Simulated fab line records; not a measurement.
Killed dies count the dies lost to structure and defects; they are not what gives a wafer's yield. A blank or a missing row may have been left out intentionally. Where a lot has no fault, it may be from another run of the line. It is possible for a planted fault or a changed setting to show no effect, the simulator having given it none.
Comparing a struck lot with a sound one -- flow sky130 -- 43 out of 708 route steps
Sound: wafers L347.2, L347.4, L347.5. Struck: wafers L359.4, L359.5 (left out: L359.1, a lot-mate that was not struck); the cause follows at the end.
Per side, at each step with rows, come the tool, then ch with its chambers, and then its first start. Under that, the readings that differ: sound wafers -- struck wafers -- difference of the means -- sigmas: that difference in standard deviations of wafers without a fault.
alike: a reading whose means differ by less than 2 such deviations, as well as words and numbers matching on both sides. not compared: withheld readings; readings where some wafer has no value; bounds like >300 that might hide an equal value; numbers whose values overlap and for which the record gives no deviation.
Wherever a step has rows on one side only, a row that says differs or no value, or a row with sigmas, the two part there. Numbers that have no deviation but don't overlap get no sigmas and don't part them. A reading that every wafer of one side lacks parts them only if that side has two wafers or more.

SKY_LI_CONTACT_OVL_MEAS_13:
  sound: overlay-01 at day 32 03:53; struck: overlay-01 at day 35 05:55
  alike: LI_CONTACT_OVL
SKY_LI_CONTACT_ETCH_14: etches BARC in N2/H2, stops on SiO2, time 45.9 s, target depth 60 nm.
  sound on rie_diel-01 ch 0,2,3, day 32 03:55; struck on rie_diel-04 ch 1, day 35 05:56
  alike: drypump_motor_current_A, oes_product_au, throttle_valve_pct
  not compared: rf_hours_counter_h
SKY_LI_CONTACT_ETCH_15: etches PSG in C4F8/O2/Ar, stops on Si, target depth 600 nm.
  sound on rie_diel-01 ch 0,2,3, day 32 03:57; struck on rie_diel-04 ch 1, day 35 05:59
  alike: oes_product_au
then, 3 steps without rows for these wafers: SKY_LI_CONTACT_STRIP_16 (strips in O2/N2); SKY_LI_CONTACT_CLEAN_17 (cleans in NMP, time 600 s); SKY_LI_CONTACT_PRE_CLEAN_18 (time 5.6 s).
SKY_LI_CONTACT_SPUTTER_19: material Ti, target thk 20 nm, time 106.37 s.
  sound: pvd_sputter-01 at day 32 04:20; struck: pvd_sputter-03 at day 35 06:23
  alike: throttle_valve_pct
then, 2 steps without rows for these wafers: SKY_LI_CONTACT_SPUTTER_20 (material TiN, target thk 20 nm, time 80 s); SKY_LI_CONTACT_CVD_21 (deposits W, target thk 400 nm, time 120.56 s).
SKY_LI_CONTACT_RS_MEAS_22: uses a four-point probe to measure.
  sound: film_metro-04 at day 32 04:37; struck: film_metro-01 at day 35 06:38
  alike: LI_CONTACT_W_RS
SKY_LI_CONTACT_THK_MEAS_23: measures by xrf.
  sound: film_metro-04 at day 32 04:43; struck: film_metro-01 at day 35 06:46
  alike: LI_CONTACT_W_THK
then, 1 step without rows for these wafers: SKY_LI_CONTACT_CMP_24 (polishes, stops on PSG, t overpolish 20 s, target thk 0 nm).
SKY_LOCAL_INTERCONNECT_SPUTTER_00: material TiN, target thk 100 nm, time 83.3 s.
  sound: pvd_sputter-02 at day 32 05:04; struck: pvd_sputter-02 at day 35 07:07
  alike: throttle_valve_pct
SKY_LOCAL_INTERCONNECT_RS_MEAS_01: uses a four-point probe to measure.
  sound: film_metro-01 at day 32 05:10; struck: film_metro-01 at day 35 07:11
  alike: LOCAL_INTERCONNECT_TIN_RS
SKY_LOCAL_INTERCONNECT_THK_MEAS_02: measures by xrf.
  sound: film_metro-01 at day 32 05:16; struck: film_metro-01 at day 35 07:18
  alike: LOCAL_INTERCONNECT_TIN_THK
then, 8 steps without rows for these wafers: SKY_LOCAL_INTERCONNECT_DEHYDRATE_03 (time 60 s); SKY_LOCAL_INTERCONNECT_HMDS_04 (prime time 60 s); SKY_LOCAL_INTERCONNECT_COAT_05 (resist thk 60 nm); SKY_LOCAL_INTERCONNECT_COAT_06 (resist thk 450 nm); SKY_LOCAL_INTERCONNECT_SOFTBAKE_07 (time 90 s); SKY_LOCAL_INTERCONNECT_EXPOSE_08 (exposes mask LI1M, target cd 170 nm); SKY_LOCAL_INTERCONNECT_PEB_09; SKY_LOCAL_INTERCONNECT_DEVELOP_10 (develop time 60 s).
SKY_LOCAL_INTERCONNECT_CD_MEAS_11 targets a cd of 170 nm.
  sound: cd_sem-01 at day 33 07:27; struck: cd_sem-02 at day 36 10:20
  alike: cd_nm
SKY_LOCAL_INTERCONNECT_OVL_MEAS_12:
  sound: overlay-01 at day 33 07:34; struck: overlay-01 at day 36 10:28
  alike: LOCAL_INTERCONNECT_OVL
then, 1 step without rows for these wafers: SKY_LOCAL_INTERCONNECT_ETCH_13 (etches BARC in N2/H2, stops on SiO2, time 45.9 s, target depth 60 nm).
SKY_LOCAL_INTERCONNECT_METAL_ETCH_14: etches TiN in Cl2/BCl3, stops on PSG, target depth 110 nm, time 31.4 s.
  sound on rie_metal-04 ch 0,1, day 33 07:39; struck on rie_metal-04 ch 0,1, day 36 10:33
  alike: drypump_motor_current_A, he_backside_leak_sccm, oes_product_au, throttle_valve_pct
  not compared: rf_hours_counter_h
SKY_LOCAL_INTERCONNECT_STRIP_15: strips in O2/N2.
  sound on plasma_asher-04 ch 0,1, day 33 07:43; struck on plasma_asher-04 ch 0,1, day 36 10:37
  alike: drypump_motor_current_A, oes_product_au, strip_time_to_endpoint_s
  not compared: rf_hours_counter_h
then, 4 steps without rows for these wafers: SKY_LOCAL_INTERCONNECT_STRIP_16 (strips in post etch residue remover, time 1200 s); SKY_LOCAL_INTERCONNECT_CLEAN_17 (cleans in IPA, time 180 s); SKY_LOCAL_INTERCONNECT_CLEAN_18 (cleans in O3/DIW); SKY_CONTACT_CVD_00 (deposits Si3N4, target thk 75 nm).
SKY_CONTACT_THK_MEAS_01:
  sound: film_metro-02 at day 33 08:25; struck: film_metro-03 at day 36 11:14
  alike: CONTACT_CVD_00_THK
then, 1 step without rows for these wafers: SKY_CONTACT_HDPCVD_02 (deposits SiO2, target thk 565 nm, time 94.2 s).
SKY_CONTACT_THK_MEAS_03:
  sound: film_metro-04 at day 33 08:33; struck: film_metro-04 at day 36 11:22
  alike: CONTACT_HDPCVD_THK
then, 1 step without rows for these wafers: SKY_CONTACT_CMP_04 (polishes SiO2).
SKY_CONTACT_BOW_MEAS_05:
  sound: film_metro-03 at day 33 08:55; struck: film_metro-03 at day 36 11:44
  alike: CONTACT_BOW
then, 5 steps without rows for these wafers: SKY_CONTACT_DEHYDRATE_06 (time 60 s); SKY_CONTACT_HMDS_07 (prime time 60 s); SKY_CONTACT_COAT_08 (resist thk 60 nm); SKY_CONTACT_COAT_09 (resist thk 450 nm); SKY_CONTACT_SOFTBAKE_10 (time 90 s).
-- the record jumps here: 14 days lie between the struck wafers' starts before and after (it left off in module CONTACT and takes up again in module PAD_OPEN, whose first step shown is number 708 of the route) --
SKY_PAD_OPEN_PROBE_99:
  only the struck wafers here have rows in the record (prober-02, day 50 02:14); the sound ones have none

== WHERE THEY PART ==
Within this record, at SKY_PAD_OPEN_PROBE_99 only.

WHY: the cause the simulator had injected
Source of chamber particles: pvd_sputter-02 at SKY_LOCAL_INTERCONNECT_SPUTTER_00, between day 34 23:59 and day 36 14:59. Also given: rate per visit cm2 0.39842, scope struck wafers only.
